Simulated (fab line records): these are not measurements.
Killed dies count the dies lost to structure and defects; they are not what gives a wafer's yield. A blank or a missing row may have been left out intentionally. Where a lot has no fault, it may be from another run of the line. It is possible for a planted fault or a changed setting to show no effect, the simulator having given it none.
fab line records + flow sfq_line
record:
- lots: 6
- wafers: 18
- last_day: 80
route steps=325 shown M2@88
lots that met no fault: taken from a fault-free run of the same line
start_h: the number of hours between the record's first day and the start of the first shown wafer of the lot + wait_h: hours elapsed since this lot's preceding step + " repeats the value in the row above + L1.1+2: one row covering several wafers at once + - value missing, or start not given + * or withheld: withheld + < > ~ a bound
route shown NAME@n: names a module that has steps shown in the file, with the first one's number in the route + usual: mean/standard deviation of fault-free wafers + same: alike in all rows + chamber/n: place in a boat + sites: per-site readings + _std_site: the standard deviation of these + _edge_site: outer sites' mean less inner sites' + radius_mm: how far each site lies from the wafer's centre + mask NAME#n: copy n + behind: the last tool/chamber to shape the wafer + hold: why the lot went on hold/how many hours it stayed there/how the hold came to an end + device: whichever transistor did not switch (one of n, p or np) + end of line: the same wafers' tests at the end of the route + step lacking rows: just its recipe + killed: the dies lost at the first sort to structure and to defects; this is not the yield of the wafer + map: a wafer's dies, marking killed ones x, the rest . and places with no die _
set.NAME: the run value of the setting; set.NAME@STEP: its run value at that earlier step + model.NAME: the simulator's own value behind a step, which no gauge read
a table for each step, a row for each wafer; lots at some steps of the route
services: from which hour (start_h, from the record's first day; less than 0 if before it) a tool's chamber was out of use, for how many hours, and why
== steps ==
step: SFQ_TRILAYER_M2_DEP_PRE_CLEAN_056
recipe:
- gas: Ar
- time_s: 22.5
- bias_v: 250
step: SFQ_TRILAYER_M2_DEP_SPUTTER_055
recipe:
- material: Nb
- base_pressure_pa: 1.33e-06
- chamber_pressure_pa: 0.1333
- substrate_temp_c: 20
- resputter_cathode_voltage_v: 400
- target_thk_nm: 200
- power_w: 2000
- time_s: 133.3
usual:
- throttle_valve_pct: 30.0/1
| lot.wafer | tool           | chamber | start_h | wait_h | throttle_valve_pct |
|-----------|----------------|---------|---------|--------|--------------------|
| L934.2    | pvd_sputter-03 | -       | 678.91  | 0.0    | 29.1               |
| L934.3    | "              | -       | "       | "      | 29.6               |
| L934.6    | "              | -       | "       | "      | 30.6               |
| L937.3    | pvd_sputter-03 | -       | 698.84  | 0.0    | 29.2               |
| L937.5    | "              | -       | "       | "      | 29.5               |
| L937.6    | "              | -       | "       | "      | 29.3               |
| L938.1    | pvd_sputter-06 | -       | 709.64  | 0.0    | 28.7               |
| L938.2    | "              | -       | "       | "      | 30.8               |
| L938.3    | "              | -       | "       | "      | 29.1               |
| L941.1    | pvd_sputter-03 | -       | 736.04  | 0.0    | 30.2               |
| L941.4    | "              | -       | "       | "      | 29.5               |
| L941.5    | "              | -       | "       | "      | 29.7               |
| L944.3    | pvd_sputter-06 | -       | 753.28  | 0.0    | 29.5               |
| L944.4    | "              | -       | "       | "      | 28.9               |
| L944.6    | "              | -       | "       | "      | 29.5               |
| L947.1    | pvd_sputter-04 | -       | 817.33  | 0.0    | 32.0               |
| L947.3    | "              | -       | "       | "      | 28.8               |
| L947.4    | "              | -       | "       | "      | 30.8               |
step: SFQ_M2_RS_MEAS_914
recipe:
- thk_meas_gauge: four-point-probe
- reads: Nb_of_TRILAYER_M2_DEP_SPUTTER_055
usual:
- M2_NB_RS: 0.889/0.0083
| lot.wafer | tool          | chamber | start_h | wait_h | M2_NB_RS[ohm/sq] |
|-----------|---------------|---------|---------|--------|------------------|
| L934.2    | film_metro-04 | -       | 679.02  | 0.1    | 0.900            |
| L934.3    | "             | -       | "       | "      | 0.885            |
| L934.6    | "             | -       | "       | "      | 0.895            |
| L937.3    | film_metro-03 | -       | 698.97  | 0.1    | 0.892            |
| L937.5    | "             | -       | "       | "      | 0.873            |
| L937.6    | "             | -       | "       | "      | 0.882            |
| L938.1    | film_metro-01 | -       | 709.73  | 0.0    | 0.882            |
| L938.2    | "             | -       | "       | "      | 0.894            |
| L938.3    | "             | -       | "       | "      | 0.887            |
| L941.1    | film_metro-04 | -       | 736.13  | 0.0    | 0.896            |
| L941.4    | "             | -       | "       | "      | 0.895            |
| L941.5    | "             | -       | "       | "      | 0.887            |
| L944.3    | film_metro-01 | -       | 753.41  | 0.1    | 0.882            |
| L944.4    | "             | -       | "       | "      | 0.883            |
| L944.6    | "             | -       | "       | "      | 0.884            |
| L947.1    | film_metro-01 | -       | 817.42  | 0.0    | 0.890            |
| L947.3    | "             | -       | "       | "      | 0.868            |
| L947.4    | "             | -       | "       | "      | 0.868            |
step: SFQ_TRILAYER_M2_LITHO_COAT_062
recipe:
- resist: BARC
- spin_rpm: 3000
- resist_thk_nm: 62
step: SFQ_TRILAYER_M2_LITHO_COAT_057
recipe:
- resist: KrF
- spin_rpm: 3000
- resist_thk_nm: 600
step: SFQ_TRILAYER_M2_LITHO_SOFTBAKE_061
recipe:
- temp_c: withheld
- time_s: withheld
- resist: KrF
step: SFQ_TRILAYER_M2_LITHO_EXPOSE_058
recipe:
- mask_id: M2
- na: 0.6
- source_shape: conventional
- sigma_outer: 0.65
- target_cd_nm: 500
- dose_mj: 14.4
step: SFQ_TRILAYER_M2_LITHO_PEB_060
recipe:
- peb_temp_c: 115
- peb_time_s: 60
- resist: KrF
step: SFQ_TRILAYER_M2_LITHO_DEVELOP_059
recipe:
- time_s: 60
- resist: KrF
step: SFQ_M2_OVL_MEAS_916
usual:
- M2_OVL: 0/5.6
| lot.wafer | tool       | chamber | start_h | wait_h | M2_OVL[nm] |
|-----------|------------|---------|---------|--------|------------|
| L934.2    | overlay-01 | -       | 681.44  | 0.1    | 1          |
| L934.3    | "          | -       | "       | "      | 4          |
| L934.6    | "          | -       | "       | "      | -1         |
| L937.3    | overlay-02 | -       | 856.30  | 0.1    | -3         |
| L937.5    | "          | -       | "       | "      | 4          |
| L937.6    | "          | -       | "       | "      | -3         |
| L938.1    | overlay-01 | -       | 866.17  | 0.1    | -2         |
| L938.2    | "          | -       | "       | "      | -4         |
| L938.3    | "          | -       | "       | "      | 2          |
| L941.1    | overlay-02 | -       | 893.25  | 0.1    | -12        |
| L941.4    | "          | -       | "       | "      | -7         |
| L941.5    | "          | -       | "       | "      | -9         |
| L944.3    | overlay-01 | -       | 906.47  | 0.1    | -3         |
| L944.4    | "          | -       | "       | "      | -13        |
| L944.6    | "          | -       | "       | "      | -9         |
| L947.1    | overlay-01 | -       | 954.87  | 0.1    | -4         |
| L947.3    | "          | -       | "       | "      | 5          |
| L947.4    | "          | -       | "       | "      | -2         |
step: SFQ_TRILAYER_M2_BARC_OPEN_METAL_ETCH_077
recipe:
- mask_material: PR
- chemistry: O2
- target_depth_nm: 125
- target: BARC
- icp_w: 600
- bias_w: 80
- pressure_mtorr: 10
- time_s: 41.7
usual:
- drypump_motor_current_A: 5.6/0.6
- oes_product_au: 0.685/0.0045
| lot.wafer | tool         | chamber | start_h | wait_h | drypump_motor_current_A | oes_product_au | rf_hours_counter_h |
|-----------|--------------|---------|---------|--------|-------------------------|----------------|--------------------|
| L934.2    | rie_metal-04 | 1       | 681.47  | 0.0    | 4.8                     | 0.679          | 19                 |
| L934.3    | "            | 0       | "       | "      | 5.6                     | 0.681          | -                  |
| L934.6    | "            | 0       | "       | "      | 5.6                     | 0.698          | -                  |
| L937.3    | rie_metal-04 | 1       | 856.34  | 0.0    | 4.8                     | 0.690          | -                  |
| L937.5    | "            | 0       | "       | "      | 5.6                     | 0.682          | -                  |
| L937.6    | "            | 1       | "       | "      | 4.7                     | 0.691          | -                  |
| L938.1    | rie_metal-04 | 0       | 866.21  | 0.0    | 5.6                     | 0.680          | 63                 |
| L938.2    | "            | 1       | "       | "      | 4.8                     | 0.684          | 43                 |
| L938.3    | "            | 0       | "       | "      | 5.6                     | 0.691          | -                  |
| L941.1    | rie_metal-02 | 1       | 893.29  | 0.0    | 6.3                     | 0.682          | 48                 |
| L941.4    | "            | 0       | "       | "      | 6.5                     | 0.682          | -                  |
| L941.5    | "            | 0       | "       | "      | 6.5                     | 0.687          | -                  |
| L944.3    | rie_metal-03 | 1       | 906.51  | 0.0    | 6.1                     | 0.683          | -                  |
| L944.4    | "            | 0       | "       | "      | 5.5                     | 0.685          | -                  |
| L944.6    | "            | 1       | "       | "      | 6.1                     | 0.689          | -                  |
| L947.1    | rie_metal-04 | 0       | 954.91  | 0.0    | 5.7                     | 0.687          | 75                 |
| L947.3    | "            | 1       | "       | "      | 4.7                     | 0.683          | -                  |
| L947.4    | "            | 0       | "       | "      | 5.7                     | 0.681          | -                  |
step: SFQ_TRILAYER_M2_ETCH_METAL_ETCH_060
recipe:
- target: Nb
- stop_on: SiO2
- mask_material: PR
- chemistry: Cl2/Ar
- target_depth_nm: 240
- icp_w: 600
- bias_w: 80
- pressure_mtorr: 10
- time_s: 120
usual:
- drypump_motor_current_A: 5.6/0.6
- oes_product_au: 0.895/0.007
| lot.wafer | tool         | chamber | start_h | wait_h | drypump_motor_current_A | oes_product_au | rf_hours_counter_h | model.KrF_of_TRILAYER_M2_LITHO_COAT_057.thk_nm | model.SiO2_of_TRILAYER_I1_DEP_PECVD_045.thk_nm | model.M2.feature_depth_nm |
|-----------|--------------|---------|---------|--------|-------------------------|----------------|--------------------|------------------------------------------------|------------------------------------------------|---------------------------|
| L934.2    | rie_metal-04 | 1       | 681.53  | 0.0    | 4.7                     | 0.882          | 19                 | 379.5                                          | 191.8                                          | 197.2                     |
| L934.3    | "            | 0       | "       | "      | 5.6                     | 0.900          | -                  | 375.6                                          | 190.8                                          | 200.7                     |
| L934.6    | "            | 0       | "       | "      | 5.6                     | 0.889          | -                  | 378.4                                          | 193.5                                          | 198.6                     |
| L937.3    | rie_metal-04 | 1       | 856.42  | 0.1    | 4.7                     | 0.894          | -                  | 334.8                                          | 186.1                                          | 206.9                     |
| L937.5    | "            | 0       | "       | "      | 5.7                     | 0.910          | -                  | 382.5                                          | 194.1                                          | 204                       |
| L937.6    | "            | 1       | "       | "      | 4.8                     | 0.897          | -                  | 380.8                                          | 191.9                                          | 201.8                     |
| L938.1    | rie_metal-04 | 0       | 866.27  | 0.0    | 5.6                     | 0.897          | 63                 | 340                                            | 184.3                                          | 208.4                     |
| L938.2    | "            | 1       | "       | "      | 4.8                     | 0.899          | 43                 | 381.3                                          | 193.3                                          | 198.8                     |
| L938.3    | "            | 0       | "       | "      | 5.7                     | 0.906          | -                  | 337.2                                          | 183.3                                          | 207.4                     |
| L941.1    | rie_metal-02 | 1       | 893.35  | 0.0    | 6.3                     | 0.880          | 48                 | 382.9                                          | 192.9                                          | 198.4                     |
| L941.4    | "            | 0       | "       | "      | 6.5                     | 0.886          | -                  | 379.7                                          | 194.3                                          | 198.6                     |
| L941.5    | "            | 0       | "       | "      | 6.5                     | 0.901          | -                  | 380.4                                          | 193.1                                          | 200.7                     |
| L944.3    | rie_metal-03 | 1       | 906.59  | 0.1    | 6.1                     | 0.890          | -                  | 386.5                                          | 190.8                                          | 201.3                     |
| L944.4    | "            | 0       | "       | "      | 5.5                     | 0.892          | -                  | 377.6                                          | 191.4                                          | 201.4                     |
| L944.6    | "            | 1       | "       | "      | 6.1                     | 0.899          | -                  | 386                                            | 192.4                                          | 200.8                     |
| L947.1    | rie_metal-04 | 0       | 954.97  | 0.0    | 5.6                     | 0.891          | 75                 | 379.5                                          | 195.4                                          | 199.5                     |
| L947.3    | "            | 1       | "       | "      | 4.7                     | 0.909          | -                  | 380.5                                          | 193.3                                          | 204.6                     |
| L947.4    | "            | 0       | "       | "      | 5.7                     | 0.902          | -                  | 381.2                                          | 192.9                                          | 204.3                     |
step: SFQ_TRILAYER_M2_STRIP_STRIP_061
recipe:
- gas: O2
- power_w: 200
- platen_temp_c: 40
- overash_fraction: 0.65
- chemistry: O2
- pressure_mtorr: 50
usual:
- drypump_motor_current_A: 5.6/0.6
- oes_product_au: 1.003/0.0085
| lot.wafer | tool         | chamber | start_h | wait_h | drypump_motor_current_A | oes_product_au | rf_hours_counter_h |
|-----------|--------------|---------|---------|--------|-------------------------|----------------|--------------------|
| L934.2    | rie_metal-04 | 1       | 681.66  | 0.1    | 4.7                     | 1.004          | 19                 |
| L934.3    | "            | 0       | "       | "      | 5.7                     | 1.001          | -                  |
| L934.6    | "            | 0       | "       | "      | 5.6                     | 1.001          | -                  |
| L937.3    | rie_metal-04 | 1       | 856.70  | 0.2    | 4.7                     | 0.994          | -                  |
| L937.5    | "            | 0       | "       | "      | 5.7                     | 1.007          | -                  |
| L937.6    | "            | 1       | "       | "      | 4.7                     | 1.009          | -                  |
| L938.1    | rie_metal-04 | 0       | 866.40  | 0.1    | 5.6                     | 1.000          | 63                 |
| L938.2    | "            | 1       | "       | "      | 4.7                     | 1.003          | 44                 |
| L938.3    | "            | 0       | "       | "      | 5.6                     | 1.005          | -                  |
| L941.1    | rie_metal-02 | 1       | 893.48  | 0.1    | 6.3                     | 1.009          | 49                 |
| L941.4    | "            | 0       | "       | "      | 6.5                     | 1.012          | -                  |
| L941.5    | "            | 0       | "       | "      | 6.5                     | 1.005          | -                  |
| L944.3    | rie_metal-03 | 1       | 906.88  | 0.2    | 6.1                     | 0.987          | -                  |
| L944.4    | "            | 0       | "       | "      | 5.5                     | 1.018          | -                  |
| L944.6    | "            | 1       | "       | "      | 6.1                     | 0.980          | -                  |
| L947.1    | rie_metal-04 | 0       | 955.09  | 0.1    | 5.7                     | 0.992          | 76                 |
| L947.3    | "            | 1       | "       | "      | 4.8                     | 1.003          | -                  |
| L947.4    | "            | 0       | "       | "      | 5.7                     | 0.991          | -                  |
== services ==
| tool           | chamber | start_h | hours | kind                   |
|----------------|---------|---------|-------|------------------------|
| rie_metal-04   | 0       | 669.49  | 9.3   | repair                 |
| pvd_sputter-03 | -       | 670.81  | 0.9   | repair                 |
| pvd_sputter-04 | 0       | 686.13  | -     | consumable_replace:kit |
| pvd_sputter-04 | 0       | 686.13  | 18.0  | scheduled_down         |
| rie_metal-04   | -       | 701.51  | 0.7   | repair                 |
| pvd_sputter-04 | -       | 706.63  | 3.9   | repair                 |
| pvd_sputter-03 | -       | 708.55  | 1.2   | repair                 |
| rie_metal-02   | -       | 748.12  | 1.8   | repair                 |
| rie_metal-04   | -       | 766.93  | 1.4   | pm                     |
| rie_metal-04   | 1       | 781.08  | 20.5  | repair                 |
| rie_metal-02   | 0       | 806.00  | -     | clean                  |
| rie_metal-02   | 0       | 806.00  | 22.9  | scheduled_down         |
| rie_metal-02   | 0       | 806.00  | 22.9  | vent_cycle             |
| pvd_sputter-03 | 2       | 853.52  | -     | consumable_replace:kit |
| pvd_sputter-03 | 2       | 853.52  | 18.0  | scheduled_down         |
| pvd_sputter-03 | 2       | 853.52  | 18.0  | vent_cycle             |
| rie_metal-03   | 1       | 866.57  | -     | clean                  |
| rie_metal-03   | 1       | 866.57  | 21.3  | scheduled_down         |
| rie_metal-03   | 1       | 866.57  | 21.3  | vent_cycle             |
| rie_metal-02   | 1       | 873.77  | 2.3   | repair                 |
| pvd_sputter-04 | -       | 880.58  | 3.3   | repair                 |
| pvd_sputter-03 | -       | 887.70  | 0.9   | repair                 |
| rie_metal-03   | 0       | 930.73  | 23.5  | repair                 |
| rie_metal-02   | -       | 939.96  | 10.0  | pm                     |
== key ==
first_sign none at tools or gauges
model_effect:
- step: SFQ_TRILAYER_M2_ETCH_METAL_ETCH_060
- value: KrF_of_TRILAYER_M2_LITHO_COAT_057.thk_nm
- without: 380.6
- struck: 337.3
met_at SFQ_TRILAYER_M2_ETCH_METAL_ETCH_060
struck_wafers L937.3,L938.1,L938.3
onset_between 681.53 856.42
fault:
- kind: process_parameter_drift
- tool: rie_metal-04
- chamber: -
- onset_h: 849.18
- steps: SFQ_TRILAYER_M2_ETCH_METAL_ETCH_060
- channel: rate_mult
- offset: 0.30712
- shape: step
- end_h: 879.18
- scope: struck_wafers_only
